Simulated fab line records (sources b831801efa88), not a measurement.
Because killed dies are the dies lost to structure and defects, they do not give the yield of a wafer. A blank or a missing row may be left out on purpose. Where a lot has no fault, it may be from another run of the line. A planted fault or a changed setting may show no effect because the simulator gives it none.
fab line records / flow sky130 / part 2 of 2: steps 24 to 32 of 32
record lots=5 wafers=15 last_day=50
route steps=708 shown PWDE@84 VT_ADJUST_HVTP@85 VT_ADJUST_LVTN@97
lots that met no fault: from a run of the same line without faults
start_h: the number of hours between the record's first day and the start of the first shown wafer of the lot / wait_h: hours since the lot's step before / " the same as in the row above / L1.1+2: several wafers, shown together as one row / - value missing, or start not given / * or withheld: withheld / < > ~ a bound
route shown NAME@n: a module of which the file shows steps, and the number in the route of the first / usual: mean/standard deviation taken from wafers without a fault / same: alike in all rows / chamber/n: place in a boat / sites: readings site by site / _std_site: how widely they spread, as a standard deviation / _edge_site: the outer-site mean with the inner-site mean subtracted / radius_mm: for every site, how far away it sits from the centre of the wafer / mask NAME#n: copy n / behind: the tool/chamber that last shaped the wafer / hold: why the lot was held/for how many hours/how that ended / device: whichever transistor did not switch (one of n, p or np) / end of line: tests run on the same wafers once the route is complete / where a step has no rows: the recipe by itself / killed: the dies lost at the first sort to structure and to defects; this is not the yield of the wafer / map: the dies of a wafer, with x for killed, . for not killed, _ for no die there
set.NAME: the setting the step ran with; set.NAME@STEP: the setting that earlier step ran with / model.NAME: the simulator's own value behind a step, which no gauge read
lots seen at some steps along the route; tables by step, rows by wafer
services: from which hour (start_h, from the record's first day; less than 0 if before it) a tool's chamber was out of use, for how many hours, and why
## steps
# step SKY_VT_ADJUST_LVTN_TW_MEAS_10
# usual VT_ADJUST_LVTN_TW=241/4.5
lot.wafer=L074.2 tool=film_metro-02 chamber=- start_h=136.36 wait_h=0.1 VT_ADJUST_LVTN_TW=249
lot.wafer=L074.4 tool=film_metro-02 chamber=- start_h=136.36 wait_h=0.1 VT_ADJUST_LVTN_TW=250
lot.wafer=L074.6 tool=film_metro-02 chamber=- start_h=136.36 wait_h=0.1 VT_ADJUST_LVTN_TW=249
lot.wafer=L077.2 tool=film_metro-02 chamber=- start_h=155.91 wait_h=0.1 VT_ADJUST_LVTN_TW=249
lot.wafer=L077.4 tool=film_metro-02 chamber=- start_h=155.91 wait_h=0.1 VT_ADJUST_LVTN_TW=248
lot.wafer=L077.5 tool=film_metro-02 chamber=- start_h=155.91 wait_h=0.1 VT_ADJUST_LVTN_TW=249
lot.wafer=L082.1 tool=film_metro-02 chamber=- start_h=201.80 wait_h=0.1 VT_ADJUST_LVTN_TW=246
lot.wafer=L082.5 tool=film_metro-02 chamber=- start_h=201.80 wait_h=0.1 VT_ADJUST_LVTN_TW=248
lot.wafer=L082.6 tool=film_metro-02 chamber=- start_h=201.80 wait_h=0.1 VT_ADJUST_LVTN_TW=249
lot.wafer=L085.2 tool=film_metro-01 chamber=- start_h=220.71 wait_h=0.1 VT_ADJUST_LVTN_TW=238
lot.wafer=L085.3 tool=film_metro-01 chamber=- start_h=220.71 wait_h=0.1 VT_ADJUST_LVTN_TW=237
lot.wafer=L085.5 tool=film_metro-01 chamber=- start_h=220.71 wait_h=0.1 VT_ADJUST_LVTN_TW=239
lot.wafer=L095.3 tool=film_metro-04 chamber=- start_h=275.17 wait_h=0.1 VT_ADJUST_LVTN_TW=238
lot.wafer=L095.5 tool=film_metro-04 chamber=- start_h=275.17 wait_h=0.1 VT_ADJUST_LVTN_TW=238
lot.wafer=L095.6 tool=film_metro-04 chamber=- start_h=275.17 wait_h=0.1 VT_ADJUST_LVTN_TW=238
# step SKY_VT_ADJUST_LVTN_DEHYDRATE_11
# recipe temp_c=200 time_s=60
# usual resist_line_temp_C=23.00/0.096
lot.wafer=L074.2 tool=litho_track-03 chamber=0 start_h=145.89 wait_h=9.5 resist_line_temp_C=22.96
lot.wafer=L074.4 tool=litho_track-03 chamber=0 start_h=145.89 wait_h=9.5 resist_line_temp_C=22.90
lot.wafer=L074.6 tool=litho_track-03 chamber=0 start_h=145.89 wait_h=9.5 resist_line_temp_C=23.02
lot.wafer=L077.2 tool=litho_track-04 chamber=0 start_h=165.17 wait_h=9.3 resist_line_temp_C=23.11
lot.wafer=L077.4 tool=litho_track-04 chamber=0 start_h=165.17 wait_h=9.3 resist_line_temp_C=22.89
lot.wafer=L077.5 tool=litho_track-04 chamber=0 start_h=165.17 wait_h=9.3 resist_line_temp_C=23.02
lot.wafer=L082.1 tool=litho_track-01 chamber=0 start_h=212.73 wait_h=10.9 resist_line_temp_C=22.95
lot.wafer=L082.5 tool=litho_track-01 chamber=0 start_h=212.73 wait_h=10.9 resist_line_temp_C=22.95
lot.wafer=L082.6 tool=litho_track-01 chamber=0 start_h=212.73 wait_h=10.9 resist_line_temp_C=22.99
lot.wafer=L085.2 tool=litho_track-01 chamber=0 start_h=231.70 wait_h=11.0 resist_line_temp_C=22.99
lot.wafer=L085.3 tool=litho_track-01 chamber=0 start_h=231.70 wait_h=11.0 resist_line_temp_C=23.08
lot.wafer=L085.5 tool=litho_track-01 chamber=0 start_h=231.70 wait_h=11.0 resist_line_temp_C=23.03
lot.wafer=L095.3 tool=litho_track-01 chamber=0 start_h=288.18 wait_h=13.0 resist_line_temp_C=23.13
lot.wafer=L095.5 tool=litho_track-01 chamber=0 start_h=288.18 wait_h=13.0 resist_line_temp_C=22.88
lot.wafer=L095.6 tool=litho_track-01 chamber=0 start_h=288.18 wait_h=13.0 resist_line_temp_C=22.99
# step SKY_VT_ADJUST_LVTN_HMDS_12
# recipe prime_time_s=60 prime_temp_c=120
# usual resist_line_temp_C=23.02/0.097
lot.wafer=L074.2 tool=litho_track-03 chamber=0 start_h=146.04 wait_h=0.1 resist_line_temp_C=23.06
lot.wafer=L074.4 tool=litho_track-03 chamber=0 start_h=146.04 wait_h=0.1 resist_line_temp_C=23.03
lot.wafer=L074.6 tool=litho_track-03 chamber=0 start_h=146.04 wait_h=0.1 resist_line_temp_C=22.98
lot.wafer=L077.2 tool=litho_track-04 chamber=0 start_h=165.32 wait_h=0.1 resist_line_temp_C=22.87
lot.wafer=L077.4 tool=litho_track-04 chamber=0 start_h=165.32 wait_h=0.1 resist_line_temp_C=22.93
lot.wafer=L077.5 tool=litho_track-04 chamber=0 start_h=165.32 wait_h=0.1 resist_line_temp_C=22.87
lot.wafer=L082.1 tool=litho_track-01 chamber=0 start_h=212.88 wait_h=0.1 resist_line_temp_C=23.01
lot.wafer=L082.5 tool=litho_track-01 chamber=0 start_h=212.88 wait_h=0.1 resist_line_temp_C=22.98
lot.wafer=L082.6 tool=litho_track-01 chamber=0 start_h=212.88 wait_h=0.1 resist_line_temp_C=22.87
lot.wafer=L085.2 tool=litho_track-01 chamber=0 start_h=231.85 wait_h=0.1 resist_line_temp_C=22.89
lot.wafer=L085.3 tool=litho_track-01 chamber=0 start_h=231.85 wait_h=0.1 resist_line_temp_C=22.88
lot.wafer=L085.5 tool=litho_track-01 chamber=0 start_h=231.85 wait_h=0.1 resist_line_temp_C=23.14
lot.wafer=L095.3 tool=litho_track-01 chamber=0 start_h=288.33 wait_h=0.1 resist_line_temp_C=23.02
lot.wafer=L095.5 tool=litho_track-01 chamber=0 start_h=288.33 wait_h=0.1 resist_line_temp_C=23.06
lot.wafer=L095.6 tool=litho_track-01 chamber=0 start_h=288.33 wait_h=0.1 resist_line_temp_C=23.14
# step SKY_VT_ADJUST_LVTN_COAT_13
# recipe resist=NOVOLAK spin_rpm=3000 resist_thk_nm=1140
# usual resist_line_temp_C=22.99/0.13 spin_speed_rpm=3000.0/2.1
lot.wafer=L074.2 tool=litho_track-03 chamber=0 start_h=146.19 wait_h=0.1 resist_line_temp_C=22.84 spin_speed_rpm=2998.7
lot.wafer=L074.4 tool=litho_track-03 chamber=0 start_h=146.19 wait_h=0.1 resist_line_temp_C=23.01 spin_speed_rpm=3001.3
lot.wafer=L074.6 tool=litho_track-03 chamber=0 start_h=146.19 wait_h=0.1 resist_line_temp_C=23.05 spin_speed_rpm=3002.8
lot.wafer=L077.2 tool=litho_track-04 chamber=0 start_h=165.47 wait_h=0.1 resist_line_temp_C=23.13 spin_speed_rpm=3000.0
lot.wafer=L077.4 tool=litho_track-04 chamber=0 start_h=165.47 wait_h=0.1 resist_line_temp_C=23.20 spin_speed_rpm=2997.8
lot.wafer=L077.5 tool=litho_track-04 chamber=0 start_h=165.47 wait_h=0.1 resist_line_temp_C=23.10 spin_speed_rpm=2998.9
lot.wafer=L082.1 tool=litho_track-01 chamber=0 start_h=213.03 wait_h=0.1 resist_line_temp_C=22.91 spin_speed_rpm=3000.3
lot.wafer=L082.5 tool=litho_track-01 chamber=0 start_h=213.03 wait_h=0.1 resist_line_temp_C=22.95 spin_speed_rpm=2995.3
lot.wafer=L082.6 tool=litho_track-01 chamber=0 start_h=213.03 wait_h=0.1 resist_line_temp_C=22.88 spin_speed_rpm=2999.2
lot.wafer=L085.2 tool=litho_track-01 chamber=0 start_h=232.00 wait_h=0.1 resist_line_temp_C=23.02 spin_speed_rpm=2998.6
lot.wafer=L085.3 tool=litho_track-01 chamber=0 start_h=232.00 wait_h=0.1 resist_line_temp_C=23.20 spin_speed_rpm=2997.1
lot.wafer=L085.5 tool=litho_track-01 chamber=0 start_h=232.00 wait_h=0.1 resist_line_temp_C=23.04 spin_speed_rpm=2999.1
lot.wafer=L095.3 tool=litho_track-01 chamber=0 start_h=288.48 wait_h=0.1 resist_line_temp_C=23.03 spin_speed_rpm=3000.5
lot.wafer=L095.5 tool=litho_track-01 chamber=0 start_h=288.48 wait_h=0.1 resist_line_temp_C=22.93 spin_speed_rpm=3001.0
lot.wafer=L095.6 tool=litho_track-01 chamber=0 start_h=288.48 wait_h=0.1 resist_line_temp_C=22.89 spin_speed_rpm=3006.8
# step SKY_VT_ADJUST_LVTN_SOFTBAKE_14
# recipe temp_c=90 time_s=60 resist=NOVOLAK
# usual resist_line_temp_C=23.01/0.12
lot.wafer=L074.2 tool=litho_track-03 chamber=0 start_h=146.34 wait_h=0.1 resist_line_temp_C=23.13
lot.wafer=L074.4 tool=litho_track-03 chamber=0 start_h=146.34 wait_h=0.1 resist_line_temp_C=23.01
lot.wafer=L074.6 tool=litho_track-03 chamber=0 start_h=146.34 wait_h=0.1 resist_line_temp_C=22.88
lot.wafer=L077.2 tool=litho_track-04 chamber=0 start_h=165.62 wait_h=0.1 resist_line_temp_C=23.10
lot.wafer=L077.4 tool=litho_track-04 chamber=0 start_h=165.62 wait_h=0.1 resist_line_temp_C=23.14
lot.wafer=L077.5 tool=litho_track-04 chamber=0 start_h=165.62 wait_h=0.1 resist_line_temp_C=23.10
lot.wafer=L082.1 tool=litho_track-01 chamber=0 start_h=213.18 wait_h=0.1 resist_line_temp_C=23.03
lot.wafer=L082.5 tool=litho_track-01 chamber=0 start_h=213.18 wait_h=0.1 resist_line_temp_C=23.04
lot.wafer=L082.6 tool=litho_track-01 chamber=0 start_h=213.18 wait_h=0.1 resist_line_temp_C=23.04
lot.wafer=L085.2 tool=litho_track-01 chamber=0 start_h=232.15 wait_h=0.1 resist_line_temp_C=22.93
lot.wafer=L085.3 tool=litho_track-01 chamber=0 start_h=232.15 wait_h=0.1 resist_line_temp_C=22.95
lot.wafer=L085.5 tool=litho_track-01 chamber=0 start_h=232.15 wait_h=0.1 resist_line_temp_C=23.12
lot.wafer=L095.3 tool=litho_track-01 chamber=0 start_h=288.63 wait_h=0.1 resist_line_temp_C=23.07
lot.wafer=L095.5 tool=litho_track-01 chamber=0 start_h=288.63 wait_h=0.1 resist_line_temp_C=23.11
lot.wafer=L095.6 tool=litho_track-01 chamber=0 start_h=288.63 wait_h=0.1 resist_line_temp_C=23.06
# step SKY_VT_ADJUST_LVTN_EXPOSE_15
# recipe mask_id=HVN_STD_DERIVED na=0.6 source_shape=conventional sigma_outer=0.6 polarization=unpolarized target_cd_nm=600 dose_mj=163
# usual reticle_temp_C=23.01/0.098
lot.wafer=L074.2 tool=iline_stepper-02 chamber=0 start_h=- wait_h=- mask=HVN_STD_DERIVED#0 reticle_temp_C=23.16
lot.wafer=L074.4 tool=iline_stepper-02 chamber=0 start_h=- wait_h=- mask=HVN_STD_DERIVED#0 reticle_temp_C=23.04
lot.wafer=L074.6 tool=iline_stepper-02 chamber=0 start_h=- wait_h=- mask=HVN_STD_DERIVED#0 reticle_temp_C=23.15
lot.wafer=L077.2 tool=iline_stepper-02 chamber=0 start_h=- wait_h=- mask=HVN_STD_DERIVED#0 reticle_temp_C=22.96
lot.wafer=L077.4 tool=iline_stepper-02 chamber=0 start_h=- wait_h=- mask=HVN_STD_DERIVED#0 reticle_temp_C=23.00
lot.wafer=L077.5 tool=iline_stepper-02 chamber=0 start_h=- wait_h=- mask=HVN_STD_DERIVED#0 reticle_temp_C=22.95
lot.wafer=L082.1 tool=iline_stepper-01 chamber=0 start_h=- wait_h=- mask=HVN_STD_DERIVED#0 reticle_temp_C=23.01
lot.wafer=L082.5 tool=iline_stepper-01 chamber=0 start_h=- wait_h=- mask=HVN_STD_DERIVED#0 reticle_temp_C=23.07
lot.wafer=L082.6 tool=iline_stepper-01 chamber=0 start_h=- wait_h=- mask=HVN_STD_DERIVED#0 reticle_temp_C=23.01
lot.wafer=L085.2 tool=iline_stepper-02 chamber=0 start_h=- wait_h=- mask=HVN_STD_DERIVED#0 reticle_temp_C=23.01
lot.wafer=L085.3 tool=iline_stepper-02 chamber=0 start_h=- wait_h=- mask=HVN_STD_DERIVED#0 reticle_temp_C=23.10
lot.wafer=L085.5 tool=iline_stepper-02 chamber=0 start_h=- wait_h=- mask=HVN_STD_DERIVED#0 reticle_temp_C=23.09
lot.wafer=L095.3 tool=iline_stepper-01 chamber=0 start_h=- wait_h=- mask=HVN_STD_DERIVED#0 reticle_temp_C=22.94
lot.wafer=L095.5 tool=iline_stepper-01 chamber=0 start_h=- wait_h=- mask=HVN_STD_DERIVED#0 reticle_temp_C=22.96
lot.wafer=L095.6 tool=iline_stepper-01 chamber=0 start_h=- wait_h=- mask=HVN_STD_DERIVED#0 reticle_temp_C=22.90
# step SKY_VT_ADJUST_LVTN_PEB_16
# recipe temp_c=withheld time_s=* resist=NOVOLAK
# usual resist_line_temp_C=*
lot.wafer=L074.2 tool=litho_track-01 chamber=0 start_h=- wait_h=- resist_line_temp_C=*
lot.wafer=L074.4 tool=litho_track-01 chamber=0 start_h=- wait_h=- resist_line_temp_C=*
lot.wafer=L074.6 tool=litho_track-01 chamber=0 start_h=- wait_h=- resist_line_temp_C=*
lot.wafer=L077.2 tool=litho_track-01 chamber=0 start_h=- wait_h=- resist_line_temp_C=*
lot.wafer=L077.4 tool=litho_track-01 chamber=0 start_h=- wait_h=- resist_line_temp_C=*
lot.wafer=L077.5 tool=litho_track-01 chamber=0 start_h=- wait_h=- resist_line_temp_C=*
lot.wafer=L082.1 tool=litho_track-03 chamber=0 start_h=- wait_h=- resist_line_temp_C=*
lot.wafer=L082.5 tool=litho_track-03 chamber=0 start_h=- wait_h=- resist_line_temp_C=*
lot.wafer=L082.6 tool=litho_track-03 chamber=0 start_h=- wait_h=- resist_line_temp_C=*
lot.wafer=L085.2 tool=litho_track-04 chamber=0 start_h=- wait_h=- resist_line_temp_C=*
lot.wafer=L085.3 tool=litho_track-04 chamber=0 start_h=- wait_h=- resist_line_temp_C=*
lot.wafer=L085.5 tool=litho_track-04 chamber=0 start_h=- wait_h=- resist_line_temp_C=*
lot.wafer=L095.3 tool=litho_track-04 chamber=0 start_h=- wait_h=- resist_line_temp_C=*
lot.wafer=L095.5 tool=litho_track-04 chamber=0 start_h=- wait_h=- resist_line_temp_C=*
lot.wafer=L095.6 tool=litho_track-04 chamber=0 start_h=- wait_h=- resist_line_temp_C=*
# step SKY_VT_ADJUST_LVTN_DEVELOP_17
# recipe resist=NOVOLAK developer=TMAH develop_time_s=60 dev_temp_c=23
# usual developer_temp_C=22.99/0.1 resist_line_temp_C=23.00/0.11
lot.wafer=L074.2 tool=litho_track-01 chamber=0 start_h=155.35 wait_h=0.1 developer_temp_C=22.93 resist_line_temp_C=23.02
lot.wafer=L074.4 tool=litho_track-01 chamber=0 start_h=155.35 wait_h=0.1 developer_temp_C=22.88 resist_line_temp_C=23.00
lot.wafer=L074.6 tool=litho_track-01 chamber=0 start_h=155.35 wait_h=0.1 developer_temp_C=23.00 resist_line_temp_C=23.02
lot.wafer=L077.2 tool=litho_track-01 chamber=0 start_h=175.05 wait_h=0.1 developer_temp_C=23.03 resist_line_temp_C=23.04
lot.wafer=L077.4 tool=litho_track-01 chamber=0 start_h=175.05 wait_h=0.1 developer_temp_C=23.00 resist_line_temp_C=22.94
lot.wafer=L077.5 tool=litho_track-01 chamber=0 start_h=175.05 wait_h=0.1 developer_temp_C=23.06 resist_line_temp_C=23.10
lot.wafer=L082.1 tool=litho_track-03 chamber=0 start_h=223.61 wait_h=0.1 developer_temp_C=22.98 resist_line_temp_C=22.86
lot.wafer=L082.5 tool=litho_track-03 chamber=0 start_h=223.61 wait_h=0.1 developer_temp_C=22.93 resist_line_temp_C=22.87
lot.wafer=L082.6 tool=litho_track-03 chamber=0 start_h=223.61 wait_h=0.1 developer_temp_C=22.83 resist_line_temp_C=22.86
lot.wafer=L085.2 tool=litho_track-04 chamber=0 start_h=242.87 wait_h=0.1 developer_temp_C=23.06 resist_line_temp_C=22.97
lot.wafer=L085.3 tool=litho_track-04 chamber=0 start_h=242.87 wait_h=0.1 developer_temp_C=23.06 resist_line_temp_C=22.95
lot.wafer=L085.5 tool=litho_track-04 chamber=0 start_h=242.87 wait_h=0.1 developer_temp_C=22.98 resist_line_temp_C=23.01
lot.wafer=L095.3 tool=litho_track-04 chamber=0 start_h=300.65 wait_h=0.1 developer_temp_C=23.00 resist_line_temp_C=23.02
lot.wafer=L095.5 tool=litho_track-04 chamber=0 start_h=300.65 wait_h=0.1 developer_temp_C=23.05 resist_line_temp_C=23.01
lot.wafer=L095.6 tool=litho_track-04 chamber=0 start_h=300.65 wait_h=0.1 developer_temp_C=22.88 resist_line_temp_C=23.11
# step SKY_VT_ADJUST_LVTN_OVL_MEAS_18
# usual VT_ADJUST_LVTN_01_OVL=0.6/1.4
lot.wafer=L074.2 tool=overlay-02 chamber=- start_h=155.48 wait_h=0.1 VT_ADJUST_LVTN_01_OVL[nm]=0.2
lot.wafer=L074.4 tool=overlay-02 chamber=- start_h=155.48 wait_h=0.1 VT_ADJUST_LVTN_01_OVL[nm]=-2.5
lot.wafer=L074.6 tool=overlay-02 chamber=- start_h=155.48 wait_h=0.1 VT_ADJUST_LVTN_01_OVL[nm]=0.3
lot.wafer=L077.2 tool=overlay-02 chamber=- start_h=175.18 wait_h=0.1 VT_ADJUST_LVTN_01_OVL[nm]=1.8
lot.wafer=L077.4 tool=overlay-02 chamber=- start_h=175.18 wait_h=0.1 VT_ADJUST_LVTN_01_OVL[nm]=2.6
lot.wafer=L077.5 tool=overlay-02 chamber=- start_h=175.18 wait_h=0.1 VT_ADJUST_LVTN_01_OVL[nm]=1.3
lot.wafer=L082.1 tool=overlay-01 chamber=- start_h=223.76 wait_h=0.1 VT_ADJUST_LVTN_01_OVL[nm]=-0.7
lot.wafer=L082.5 tool=overlay-01 chamber=- start_h=223.76 wait_h=0.1 VT_ADJUST_LVTN_01_OVL[nm]=-1.9
lot.wafer=L082.6 tool=overlay-01 chamber=- start_h=223.76 wait_h=0.1 VT_ADJUST_LVTN_01_OVL[nm]=0.8
lot.wafer=L085.2 tool=overlay-02 chamber=- start_h=243.00 wait_h=0.1 VT_ADJUST_LVTN_01_OVL[nm]=3.1
lot.wafer=L085.3 tool=overlay-02 chamber=- start_h=243.00 wait_h=0.1 VT_ADJUST_LVTN_01_OVL[nm]=1.2
lot.wafer=L085.5 tool=overlay-02 chamber=- start_h=243.00 wait_h=0.1 VT_ADJUST_LVTN_01_OVL[nm]=1.0
lot.wafer=L095.3 tool=overlay-01 chamber=- start_h=300.76 wait_h=0.1 VT_ADJUST_LVTN_01_OVL[nm]=1.9
lot.wafer=L095.5 tool=overlay-01 chamber=- start_h=300.76 wait_h=0.1 VT_ADJUST_LVTN_01_OVL[nm]=1.6
lot.wafer=L095.6 tool=overlay-01 chamber=- start_h=300.76 wait_h=0.1 VT_ADJUST_LVTN_01_OVL[nm]=1.1
## services
tool=implanter-01 chamber=- start_h=100.63 hours=1.4 kind=repair
tool=plasma_asher-03 chamber=- start_h=108.75 hours=9.0 kind=pm
tool=plasma_asher-03 chamber=0 start_h=108.75 hours=9.0 kind=vent_cycle
tool=plasma_asher-03 chamber=1 start_h=108.75 hours=9.0 kind=vent_cycle
tool=iline_stepper-01 chamber=- start_h=109.12 hours=1.7 kind=pm
tool=plasma_asher-03 chamber=0 start_h=117.75 hours=- kind=clean
tool=implanter-01 chamber=- start_h=154.73 hours=5.8 kind=repair
tool=implanter-01 chamber=- start_h=179.99 hours=3.0 kind=pm
tool=implanter-04 chamber=- start_h=186.75 hours=3.6 kind=repair
tool=implanter-03 chamber=- start_h=193.92 hours=0.9 kind=repair
tool=implanter-01 chamber=- start_h=203.21 hours=6.8 kind=repair
tool=iline_stepper-02 chamber=0 start_h=222.26 hours=- kind=calibration
tool=implanter-01 chamber=- start_h=229.32 hours=6.1 kind=repair
tool=iline_stepper-02 chamber=- start_h=236.36 hours=1.7 kind=pm
tool=iline_stepper-01 chamber=0 start_h=245.03 hours=- kind=calibration
tool=plasma_asher-01 chamber=- start_h=245.28 hours=2.8 kind=pm
tool=implanter-02 chamber=- start_h=261.43 hours=6.0 kind=repair
tool=iline_stepper-02 chamber=- start_h=281.25 hours=2.1 kind=pm
tool=implanter-01 chamber=- start_h=282.90 hours=2.3 kind=repair
tool=iline_stepper-02 chamber=- start_h=283.33 hours=- kind=consumable_replace:lamp
tool=plasma_asher-02 chamber=- start_h=289.18 hours=0.8 kind=repair
tool=implanter-03 chamber=- start_h=292.76 hours=4.6 kind=pm
tool=litho_track-02 chamber=- start_h=298.41 hours=- kind=consumable_replace:filter
tool=implanter-02 chamber=- start_h=300.10 hours=3.1 kind=pm
